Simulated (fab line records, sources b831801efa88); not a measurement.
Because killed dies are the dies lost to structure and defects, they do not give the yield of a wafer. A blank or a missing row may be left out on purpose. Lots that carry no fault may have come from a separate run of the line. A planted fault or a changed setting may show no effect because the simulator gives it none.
fab line records    flow sky130
[record] lots = 7  wafers = 16  last_day = 50
route steps=708 shown LI_CONTACT@371 LOCAL_INTERCONNECT@387 PAD_OPEN@708
lots untouched by any fault: they come from a run of this same line in which no faults occurred
start_h: the number of hours between the record's first day and the start of the first shown wafer of the lot    wait_h: hours from the lot's prior step to this one    " same as the row above    L1.1+2: several wafers, shown together as one row    - no value, or no start given    * or withheld: withheld    < > ~ a bound
route shown NAME@n: a module of which the file shows steps, and the number in the route of the first    usual: mean/standard deviation taken from wafers without a fault    same: alike in all rows    chamber/n: place in a boat    sites: each site's reading    _std_site: the values' standard deviation    _edge_site: inner sites' mean taken away from outer sites' mean    radius_mm: for every site, how far away it sits from the centre of the wafer    mask NAME#n: copy n    behind: tool/chamber where the wafer was last shaped    hold: why the lot went on hold/how many hours it stayed there/how the hold came to an end    device: whichever transistor did not switch (one of n, p or np)    end of line: at the end of the route, the tests of the same wafers    a step without rows: its recipe alone    killed: at the first sort, the dies lost to defects and structure; wafer yield is something else    map: the dies of a wafer, with x for killed, . for not killed, _ for no die there
set.NAME: the setting as run; set.NAME@STEP: as run at that earlier step    model.NAME: the simulator's own value behind a step, which no gauge read
certain route steps with their lots: each step a table, each wafer a row
services: a tool's chamber out of use, with start hour (start_h, from the record's first day; less than 0 if before it), hours out, and reason
[[steps]]
[step SKY_LI_CONTACT_EXPOSE_09]
[recipe] mask_id = LICM1  na = 0.8  source_shape = annular  sigma_inner = 0.55  sigma_outer = 0.85  target_cd_nm = 170  dose_mj = 38
[step SKY_LI_CONTACT_PEB_10]
[recipe] peb_temp_c = withheld  peb_time_s = withheld  resist = KrF-thick
[step SKY_LI_CONTACT_DEVELOP_11]
[recipe] develop_time_s = 60  resist = KrF-thick  dev_temp_c = 21
[step SKY_LI_CONTACT_CD_MEAS_12]
[recipe] target_cd_nm = 170
[usual] cd_nm = 170.5/1.8
lot.wafer  tool       chamber  start_h  wait_h  cd_nm
L246.1     cd_sem-01  -        723.95   -       170.8
L246.3     "          -        "        "       168.4
L249.1     cd_sem-02  -        739.21   -       172.7
L248.1     cd_sem-01  -        741.81   -       170.6
L259.1     cd_sem-01  -        819.31   -       167.7
L259.2     "          -        "        "       168.6
L259.5     "          -        "        "       167.6
L262.1     cd_sem-01  -        830.72   -       170.3
L262.2     "          -        "        "       170.1
L262.4     "          -        "        "       171.0
L263.1     cd_sem-02  -        834.11   -       167.8
L263.3     "          -        "        "       168.1
L263.5     "          -        "        "       170.5
L264.2     cd_sem-02  -        851.29   -       170.2
L264.5     "          -        "        "       169.9
L264.6     "          -        "        "       171.4
[step SKY_LI_CONTACT_OVL_MEAS_13]
[usual] LI_CONTACT_OVL = -4/4.8
lot.wafer  tool        chamber  start_h  wait_h  LI_CONTACT_OVL[nm]
L246.1     overlay-02  -        724.07   0.1     0
L246.3     "           -        "        "       1
L249.1     overlay-01  -        739.33   0.1     -4
L248.1     overlay-02  -        741.93   0.1     -9
L259.1     overlay-01  -        819.43   0.1     -11
L259.2     "           -        "        "       -5
L259.5     "           -        "        "       -7
L262.1     overlay-01  -        830.84   0.1     1
L262.2     "           -        "        "       -10
L262.4     "           -        "        "       -4
L263.1     overlay-02  -        834.23   0.1     -9
L263.3     "           -        "        "       1
L263.5     "           -        "        "       0
L264.2     overlay-02  -        851.40   0.1     -5
L264.5     "           -        "        "       -7
L264.6     "           -        "        "       -3
[step SKY_LI_CONTACT_ETCH_14]
[recipe] chemistry = N2/H2  target = BARC  ion_energy_ev = 200  source_w = 500  bias_w = 100  pressure_mtorr = 30  n2_flow_sccm = 100  h2_flow_sccm = 200  stop_on = SiO2  time_s = 45.9  target_depth_a = 600
[usual] drypump_motor_current_A = 5.7/0.39  oes_product_au = 0.855/0.0049  throttle_valve_pct = 13.226/0.0084
[same] time_s = 45.9
lot.wafer  tool         chamber  start_h  wait_h  drypump_motor_current_A  oes_product_au  rf_hours_counter_h  throttle_valve_pct
L246.1     rie_diel-02  1        724.11   0.0     5.5                      0.853           11                  13.227
L246.3     "            3        "        "       5.9                      0.860           16                  13.229
L249.1     rie_diel-02  2        739.36   0.0     5.7                      0.856           4                   13.217
L248.1     rie_diel-02  3        741.96   0.0     5.9                      0.850           17                  13.229
L259.1     rie_diel-02  3        819.46   0.0     5.9                      0.862           18                  13.227
L259.2     "            2        "        "       5.7                      0.849           6                   13.215
L259.5     "            0        "        "       5.2                      0.850           -                   13.225
L262.1     rie_diel-02  0        830.88   0.0     5.2                      0.852           5                   13.233
L262.2     "            3        "        "       5.9                      0.853           19                  13.234
L262.4     "            2        "        "       5.7                      0.856           7                   13.222
L263.1     rie_diel-02  2        834.26   0.0     5.7                      0.859           7                   13.230
L263.3     "            3        "        "       5.9                      0.856           19                  13.214
L263.5     "            1        "        "       5.5                      0.851           -                   13.228
L264.2     rie_diel-01  1        851.43   0.0     5.8                      0.850           14                  13.224
L264.5     "            0        "        "       5.2                      0.855           -                   13.228
L264.6     "            1        "        "       5.8                      0.854           -                   13.226
[step SKY_LI_CONTACT_ETCH_15]
[recipe] target = PSG  chemistry = C4F8/O2/Ar  stop_on = Si  taper_deg = 4.15  mask_material = KrF-thick  source_w = 1500  bias_w = 1200  pressure_mtorr = 40  c4f8_flow_sccm = withheld  O2_flow_sccm = 6  Ar_flow_sccm = 300  time_s = withheld  target_depth_a = 6000
[step SKY_LI_CONTACT_STRIP_16]
[recipe] chemistry = O2/N2  power_w = 1400  pressure_mtorr = 1500  platen_temp_c = withheld  o2_flow_sccm = 3000  n2_flow_sccm = 300  overash_fraction = 0.5
[usual] drypump_motor_current_A = 5.7/0.49  oes_product_au = 0.375/0.0042  strip_time_to_endpoint_s = 3.51/0.03
[same] overash_fraction = 0.5
lot.wafer  tool             chamber  start_h  wait_h  drypump_motor_current_A  oes_product_au  rf_hours_counter_h  strip_time_to_endpoint_s
L246.1     plasma_asher-03  0        724.24   -       6.4                      0.377           104                 3.48
L246.3     "                1        "        "       5.4                      0.378           -                   3.54
L249.1     plasma_asher-04  1        739.49   -       5.8                      0.376           60                  3.49
L248.1     plasma_asher-04  1        742.09   -       5.8                      0.373           61                  3.51
L259.1     plasma_asher-02  0        819.59   -       4.9                      0.383           101                 3.50
L259.2     "                1        "        "       5.6                      0.370           101                 3.47
L259.5     "                0        "        "       4.9                      0.374           -                   3.52
L262.1     plasma_asher-03  0        831.01   -       6.4                      0.368           9                   3.50
L262.2     "                1        "        "       5.4                      0.370           9                   3.48
L262.4     "                1        "        "       5.4                      0.374           -                   3.45
L263.1     plasma_asher-03  1        834.39   -       5.4                      0.373           9                   3.54
L263.3     "                0        "        "       6.5                      0.376           -                   3.55
L263.5     "                0        "        "       6.5                      0.367           -                   3.47
L264.2     plasma_asher-04  0        851.56   -       5.6                      0.375           72                  3.55
L264.5     "                1        "        "       5.8                      0.372           -                   3.54
L264.6     "                0        "        "       5.6                      0.375           -                   3.52
[step SKY_LI_CONTACT_CLEAN_17]
[recipe] chemistry = NMP  time_s = 600  temp_c = 60  dry = n2_spin
[step SKY_LI_CONTACT_PRE_CLEAN_18]
[recipe] gas = Ar  time_s = 5.6  bias_v = 358
[step SKY_LI_CONTACT_SPUTTER_19]
[recipe] material = Ti  target_thk_nm = 20  chamber_pressure_pa = 5  power_w = 2500  substrate_temp_c = 200  time_s = 106.37
[usual] throttle_valve_pct = 30.8/1.4
[same] time_s = 106.37
lot.wafer  tool            chamber  start_h  wait_h  throttle_valve_pct
L246.1     pvd_sputter-04  -        724.53   0.0     29.7
L246.3     "               -        "        "       28.6
L249.1     pvd_sputter-04  -        739.79   0.0     29.1
L248.1     pvd_sputter-01  -        742.39   0.0     29.8
L259.1     pvd_sputter-03  -        819.88   0.0     31.3
L259.2     "               -        "        "       32.2
L259.5     "               -        "        "       32.1
L262.1     pvd_sputter-03  -        831.32   0.0     31.4
L262.2     "               -        "        "       31.2
L262.4     "               -        "        "       31.9
L263.1     pvd_sputter-04  -        834.70   0.0     28.5
L263.3     "               -        "        "       28.4
L263.5     "               -        "        "       28.7
L264.2     pvd_sputter-03  -        851.85   0.0     31.5
L264.5     "               -        "        "       32.0
L264.6     "               -        "        "       31.2
[step SKY_LI_CONTACT_SPUTTER_20]
[recipe] material = TiN  target_thk_nm = 20  chamber_pressure_pa = 5  power_w = 4000  time_s = 80
[usual] throttle_valve_pct = 30.8/1.4
[same] time_s = 80
lot.wafer  tool            chamber  start_h  wait_h  throttle_valve_pct
L246.1     pvd_sputter-04  -        724.61   0.0     29.5
L246.3     "               -        "        "       28.6
L249.1     pvd_sputter-04  -        739.86   0.0     29.2
L248.1     pvd_sputter-01  -        742.46   0.0     29.7
L259.1     pvd_sputter-03  -        819.96   0.0     31.3
L259.2     "               -        "        "       32.2
L259.5     "               -        "        "       32.0
L262.1     pvd_sputter-03  -        831.40   0.0     31.4
L262.2     "               -        "        "       31.4
L262.4     "               -        "        "       31.8
L263.1     pvd_sputter-04  -        834.78   0.0     28.4
L263.3     "               -        "        "       28.6
L263.5     "               -        "        "       28.5
L264.2     pvd_sputter-03  -        851.94   0.0     31.3
L264.5     "               -        "        "       31.9
L264.6     "               -        "        "       31.4
[step SKY_LI_CONTACT_CVD_21]
[recipe] material = W  target_thk_nm = 400  time_s = 120.56  temp_c = 400  pressure_torr = 40
[usual] heater_power_w = 964/85
lot.wafer  tool      chamber  start_h  wait_h  heater_power_w  model.W_of_LI_CONTACT_CVD_21.thk_nm
L246.1     cvd_w-01  1        724.67   0.0     931             466
L246.3     "         0        "        "       1064            401.3
L249.1     cvd_w-01  0        739.92   0.0     1065            464.7
L248.1     cvd_w-01  0        742.52   0.0     1069            464.6
L259.1     cvd_w-02  1        820.02   0.0     885             399.5
L259.2     "         0        "        "       886             399.1
L259.5     "         1        "        "       912             400
L262.1     cvd_w-02  1        831.47   0.0     866             399.1
L262.2     "         0        "        "       868             395.6
L262.4     "         0        "        "       891             398.7
L263.1     cvd_w-01  0        834.84   0.0     1083            401.7
L263.3     "         1        "        "       974             400.8
L263.5     "         1        "        "       969             400.4
L264.2     cvd_w-01  1        852.01   0.0     948             403.1
L264.5     "         0        "        "       1080            397.1
L264.6     "         1        "        "       946             403.2
[step SKY_LI_CONTACT_RS_MEAS_22]
[recipe] thk_meas_gauge = four-point-probe  reads = W_of_LI_CONTACT_CVD_21+TiN_of_LI_CONTACT_SPUTTER_20+Ti_of_LI_CONTACT_SPUTTER_19
[usual] LI_CONTACT_W_RS = 0.286/0.0044
lot.wafer  tool           chamber  start_h  wait_h  hold                      LI_CONTACT_W_RS[ohm/sq]
L246.1     film_metro-01  -        724.80   0.1     await_dispo/0.2h/release  0.245
L246.3     "              -        "        "       await_dispo/0.2h/release  0.284
L246.1     film_metro-01  -        725.08   0.3     -                         0.244
L246.3     "              -        "        "       -                         0.284
L249.1     film_metro-02  -        740.05   0.1     await_dispo/0.2h/release  0.245
L249.1     film_metro-02  -        740.34   0.3     -                         0.245
L248.1     film_metro-02  -        742.65   0.1     await_dispo/0.2h/release  0.245
L248.1     film_metro-02  -        742.94   0.3     -                         0.246
L259.1     film_metro-02  -        820.15   0.1     -                         0.285
L259.2     "              -        "        "       -                         0.286
L259.5     "              -        "        "       -                         0.285
L262.1     film_metro-02  -        831.60   0.1     -                         0.285
L262.2     "              -        "        "       -                         0.288
L262.4     "              -        "        "       -                         0.286
L263.1     film_metro-02  -        834.97   0.1     -                         0.284
L263.3     "              -        "        "       -                         0.285
L263.5     "              -        "        "       -                         0.285
L264.2     film_metro-02  -        852.15   0.1     -                         0.283
L264.5     "              -        "        "       -                         0.287
L264.6     "              -        "        "       -                         0.283
[step SKY_LI_CONTACT_THK_MEAS_23]
[recipe] thk_meas_gauge = xrf  reads = W_of_LI_CONTACT_CVD_21
[usual] LI_CONTACT_W_THK = 403/7.7
lot.wafer  tool           chamber  start_h  wait_h  hold                      LI_CONTACT_W_THK[nm]
L246.1     film_metro-01  -        728.03   2.9     await_dispo/0.2h/release  465
L246.3     "              -        "        "       await_dispo/0.2h/release  397
L246.1     film_metro-01  -        728.27   0.2     -                         459
L246.3     "              -        "        "       -                         399
L249.1     film_metro-02  -        745.30   4.9     await_dispo/0.2h/release  478
L249.1     film_metro-02  -        745.52   0.2     -                         478
L248.1     film_metro-02  -        747.43   4.5     await_dispo/0.2h/release  477
L248.1     film_metro-02  -        747.65   0.2     -                         478
L259.1     film_metro-02  -        820.27   0.1     -                         408
L259.2     "              -        "        "       -                         410
L259.5     "              -        "        "       -                         407
L262.1     film_metro-02  -        831.72   0.1     -                         409
L262.2     "              -        "        "       -                         402
L262.4     "              -        "        "       -                         407
L263.1     film_metro-02  -        835.09   0.1     -                         409
L263.3     "              -        "        "       -                         409
L263.5     "              -        "        "       -                         409
L264.2     film_metro-02  -        852.26   0.1     -                         411
L264.5     "              -        "        "       -                         407
L264.6     "              -        "        "       -                         410
[step SKY_LI_CONTACT_CMP_24]
[recipe] stop_on = PSG  t_overpolish_s = 20  down_force_psi = 3.5  platen_rpm = 60  target_thk_nm = 0  pad_velocity_m_s = 0.94248
[usual] motor_current_A = 11.1/1.2  retaining_ring_pressure_frac = 1.001/0.005  time_to_endpoint_s = 95/3.8
lot.wafer  tool    chamber  start_h  wait_h  hold                      motor_current_A  retaining_ring_pressure_frac  time_to_endpoint_s
L246.1     cmp-01  0        734.27   6.0     await_dispo/5.6h/release  9.7              1.006                         105
L246.3     "       1        "        "       await_dispo/5.6h/release  13.5             1.003                         87
L248.1     cmp-01  1        752.91   5.2     await_dispo/4.4h/release  13.1             0.997                         111
L249.1     cmp-01  1        752.91   7.4     await_dispo/2.1h/release  12.5             1.007                         116
L259.1     cmp-02  0        820.33   0.1     -                         10.1             1.005                         100
L259.2     "       3        "        "       -                         12.0             1.009                         99
L259.5     "       1        "        "       -                         10.2             0.993                         93
L262.4     cmp-01  3        831.78   0.0     -                         10.2             1.000                         102
L262.1     "       0        "        "       -                         9.8              0.993                         98
L262.2     "       1        "        "       -                         12.9             0.999                         94
L263.1     cmp-01  0        835.15   0.1     -                         10.4             0.998                         95
L263.3     "       2        "        "       -                         9.9              0.999                         99
L263.5     "       1        "        "       -                         12.5             1.000                         96
L264.2     cmp-01  1        852.36   0.1     -                         12.6             0.992                         100
L264.5     "       0        "        "       -                         9.8              0.999                         101
L264.6     "       1        "        "       -                         12.6             0.997                         100
[step SKY_LOCAL_INTERCONNECT_SPUTTER_00]
[recipe] material = TiN  target_thk_nm = 100  temp_c = 300  power_w = 6500  time_s = 83.3  chamber_pressure_pa = 0.4
[usual] throttle_valve_pct = 30.1/1.4
[same] time_s = 83.3
lot.wafer  tool            chamber  start_h  wait_h  throttle_valve_pct
L246.1     pvd_sputter-02  -        734.57   0.2     28.9
L246.3     "               -        "        "       29.3
L248.1     pvd_sputter-02  -        753.16   0.2     28.6
L249.1     pvd_sputter-01  -        753.16   0.2     31.6
L259.1     pvd_sputter-04  -        820.63   0.2     28.4
L259.2     "               -        "        "       29.5
L259.5     "               -        "        "       28.6
L262.1     pvd_sputter-01  -        832.08   0.2     30.7
L262.2     "               -        "        "       32.3
L262.4     "               -        "        "       29.7
L263.1     pvd_sputter-01  -        835.45   0.2     32.3
L263.3     "               -        "        "       31.4
L263.5     "               -        "        "       32.2
L264.2     pvd_sputter-01  -        852.61   0.2     32.5
L264.5     "               -        "        "       31.4
L264.6     "               -        "        "       30.3
[step SKY_PAD_OPEN_PROBE_99]
[usual] killed_at_M0_to_M3 = 42/7.1  killed_at_M4_up = 3.3/1.9  killed_at_contacts = 24/5  killed_at_front_end = 15/4.7  killed_at_other = 0.3/0.61  killed_dies = 86/9.6  killed_on_rim = 17/3.8  killed_open = 47/7.5  killed_short = 38/6.6
[same] gross_dies = 492  killed_at_back_side = 0
lot.wafer  tool       chamber  start_h  wait_h  killed_at_M0_to_M3  killed_at_M4_up  killed_at_contacts  killed_at_front_end  killed_at_other  killed_dies  killed_on_rim  killed_open  killed_short
L246.1     prober-02  -        1110.63  0.1     54                  3                19                  18                   0                94           19             46           48
L246.3     prober-02  -        1110.73  0.2     32                  6                27                  11                   0                76           15             39           37
L259.1     prober-01  -        1177.27  0.1     33                  3                21                  13                   0                70           12             48           22
L259.2     prober-01  -        1177.32  0.1     41                  3                20                  13                   2                79           14             44           33
L259.5     prober-01  -        1177.47  0.2     40                  2                22                  13                   0                77           15             40           37
L262.1     prober-02  -        1184.42  0.1     34                  0                29                  15                   0                78           18             50           27
L262.2     prober-02  -        1184.47  0.1     36                  8                13                  15                   0                72           16             43           28
L262.4     prober-02  -        1184.57  0.2     48                  3                29                  18                   0                98           19             64           33
L263.1     prober-01  -        1187.08  0.1     35                  5                22                  11                   0                73           14             36           37
L263.3     prober-01  -        1187.18  0.2     45                  7                20                  12                   0                84           20             44           40
L263.5     prober-01  -        1187.28  0.2     28                  3                16                  13                   0                60           13             29           31
L264.2     prober-02  -        1198.18  0.1     39                  3                27                  21                   3                93           20             51           39
L264.5     prober-02  -        1198.33  0.2     43                  5                17                  20                   1                86           21             33           52
L264.6     prober-02  -        1198.38  0.2     40                  7                21                  26                   2                96           16             49           45
// killed by level:class
L246.1 CONTACT:geometric_particle:open=11 METAL1:geometric_particle:short=10 VIA1:geometric_particle:short=9 VIA2:geometric_particle:short=6 VIA1:geometric_particle:open=6 VIA2:geometric_particle:open=6 LI_CONTACT:geometric_particle:open=5 METAL2:geometric_particle:short=5
L246.3 CONTACT:geometric_particle:open=13 METAL1:geometric_particle:short=7 VIA1:geometric_particle:open=7 CONTACT:geometric_particle:short=6 POLY_GATE:geometric_particle:open=4 VIA1:geometric_particle:short=4 FIELD_ISO:geometric_particle:open=3 FIELD_ISO:geometric_particle:short=3
L259.1 CONTACT:geometric_particle:open=8 LI_CONTACT:geometric_particle:open=7 VIA1:geometric_particle:open=7 VIA3:geometric_particle:open=7 METAL3:geometric_particle:short=5 SPACER:geometric_particle:open=4 VIA2:geometric_particle:open=4 METAL1:geometric_particle:short=3
L259.2 VIA1:geometric_particle:open=9 VIA2:geometric_particle:open=9 FIELD_ISO:geometric_particle:open=6 LI_CONTACT:geometric_particle:open=6 CONTACT:geometric_particle:open=5 VIA1:geometric_particle:short=5 METAL2:geometric_particle:short=5 VIA3:geometric_particle:open=4
L259.5 LI_CONTACT:geometric_particle:open=8 VIA2:geometric_particle:open=6 VIA1:geometric_particle:open=6 VIA1:geometric_particle:short=6 CONTACT:geometric_particle:short=5 CONTACT:geometric_particle:open=5 POLY_GATE:geometric_particle:open=4 METAL1:geometric_particle:short=4
L262.1 VIA2:geometric_particle:open=9 LI_CONTACT:geometric_particle:open=8 CONTACT:geometric_particle:open=8 VIA1:geometric_particle:open=6 LOCAL_INTERCONNECT:geometric_particle:short=5 VIA3:geometric_particle:open=5 SPACER:geometric_particle:open=4 METAL2:geometric_particle:short=4
L262.2 VIA2:geometric_particle:open=9 VIA1:geometric_particle:open=7 FIELD_ISO:geometric_particle:open=5 LI_CONTACT:geometric_particle:open=5 VIA3:geometric_particle:open=5 METAL1:geometric_particle:short=5 CONTACT:geometric_particle:open=3 VIA3:geometric_particle:short=3
L262.4 VIA1:geometric_particle:open=12 LI_CONTACT:geometric_particle:open=10 CONTACT:geometric_particle:open=10 VIA2:geometric_particle:open=9 VIA3:geometric_particle:open=7 FIELD_ISO:geometric_particle:open=6 FIELD_ISO:geometric_particle:short=4 LOCAL_INTERCONNECT:geometric_particle:short=4
L263.1 CONTACT:geometric_particle:open=11 METAL1:geometric_particle:short=8 LI_CONTACT:geometric_particle:open=6 VIA1:geometric_particle:open=6 VIA1:geometric_particle:short=5 METAL4:geometric_particle:short=5 METAL2:geometric_particle:short=5 VIA2:geometric_particle:open=4
L263.3 VIA1:geometric_particle:open=10 METAL4:geometric_particle:short=6 LI_CONTACT:geometric_particle:open=6 CONTACT:geometric_particle:open=5 VIA1:geometric_particle:short=5 METAL2:geometric_particle:short=5 VIA2:geometric_particle:short=5 VIA2:geometric_particle:open=5
L263.5 LI_CONTACT:geometric_particle:open=7 CONTACT:geometric_particle:open=6 VIA3:geometric_particle:open=5 POLY_GATE:geometric_particle:short=4 VIA1:geometric_particle:open=4 METAL2:geometric_particle:short=4 METAL3:geometric_particle:short=4 POLY_GATE:geometric_particle:open=3
L264.2 CONTACT:geometric_particle:open=10 LI_CONTACT:geometric_particle:open=7 VIA2:geometric_particle:open=7 VIA3:geometric_particle:open=7 POLY_GATE:geometric_particle:short=6 METAL2:geometric_particle:short=6 FIELD_ISO:geometric_particle:open=5 POLY_GATE:geometric_particle:open=5
L264.5 VIA1:geometric_particle:short=8 FIELD_ISO:geometric_particle:short=7 METAL1:geometric_particle:short=7 VIA2:geometric_particle:open=7 POLY_GATE:geometric_particle:short=6 POLY_GATE:geometric_particle:open=6 CONTACT:geometric_particle:short=5 VIA3:geometric_particle:open=5
L264.6 LI_CONTACT:geometric_particle:open=9 POLY_GATE:geometric_particle:short=8 POLY_GATE:geometric_particle:open=8 VIA2:geometric_particle:open=8 VIA1:geometric_particle:open=7 FIELD_ISO:geometric_particle:short=5 METAL1:geometric_particle:short=5 METAL2:geometric_particle:short=5
[[services]]
tool             chamber  start_h  hours  kind
rie_diel-02      -        700.69   0.7    repair
plasma_asher-04  -        703.16   6.9    pm
rie_diel-02      1        704.31   14.4   repair
pvd_sputter-03   -        722.85   10.8   repair
rie_diel-01      -        725.40   2.8    pm
cvd_w-02         -        730.74   2.8    pm
plasma_asher-03  -        733.75   9.0    pm
cvd_w-02         1        735.16   4.1    repair
rie_diel-02      1        735.44   4.7    repair
cvd_w-02         -        738.03   6.0    pm
cmp-01           -        744.11   4.0    pm
cmp-01           -        748.11   -      consumable_replace:conditioner
cmp-01           -        748.11   4.8    pm
cmp-02           -        754.37   5.1    repair
cvd_w-02         0        755.47   18.5   repair
cvd_w-01         -        773.64   2.8    pm
pvd_sputter-02   -        779.68   0.9    repair
cmp-02           -        780.18   1.8    repair
rie_diel-01      1        783.15   8.6    repair
pvd_sputter-02   -        802.63   1.2    repair
plasma_asher-03  -        807.92   1.5    repair
rie_diel-02      0        833.33   2.4    repair
pvd_sputter-03   -        841.83   1.0    repair
plasma_asher-03  -        849.57   1.6    repair
[[key]]
[first_sign] step = SKY_LI_CONTACT_RS_MEAS_22  reading = visit  direction = added
[effect] step = SKY_LI_CONTACT_RS_MEAS_22  reading = LI_CONTACT_W_RS  direction = down  sigmas = 9.2  usual = 0.286  struck = 0.245
[effect] step = SKY_LI_CONTACT_THK_MEAS_23  reading = visit  direction = added
[effect] step = SKY_LI_CONTACT_THK_MEAS_23  reading = LI_CONTACT_W_THK  direction = up  sigmas = 9.1  usual = 403  struck = 473
[effect] step = SKY_LI_CONTACT_CMP_24  reading = time_to_endpoint_s  direction = up  sigmas = 4.2  usual = *  struck = *
[model_effect] step = SKY_LI_CONTACT_CVD_21  value = W_of_LI_CONTACT_CVD_21.thk_nm  without = 406.8  struck = 465.1
met_at SKY_LI_CONTACT_CVD_21
struck_wafers L246.1,L248.1,L249.1
tester_left_out L246,L248,L249
[fault] kind = process_parameter_drift  tool = cvd_w-01  chamber = -  onset_h = 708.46  steps = SKY_LI_CONTACT_CVD_21  channel = target_thk_nm  offset = 58.362  shape = step  end_h = 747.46  scope = struck_wafers_only  acts_in = these_recipes_only  stated = 400
// tester_left_out: of these lots the tester's yield and bins aren't shown, on N5 and GAA mostly nor the transistor test; their killed dies are dies lost to structure and defects alone, not to doping, threshold or leakage, so they don't give the yield
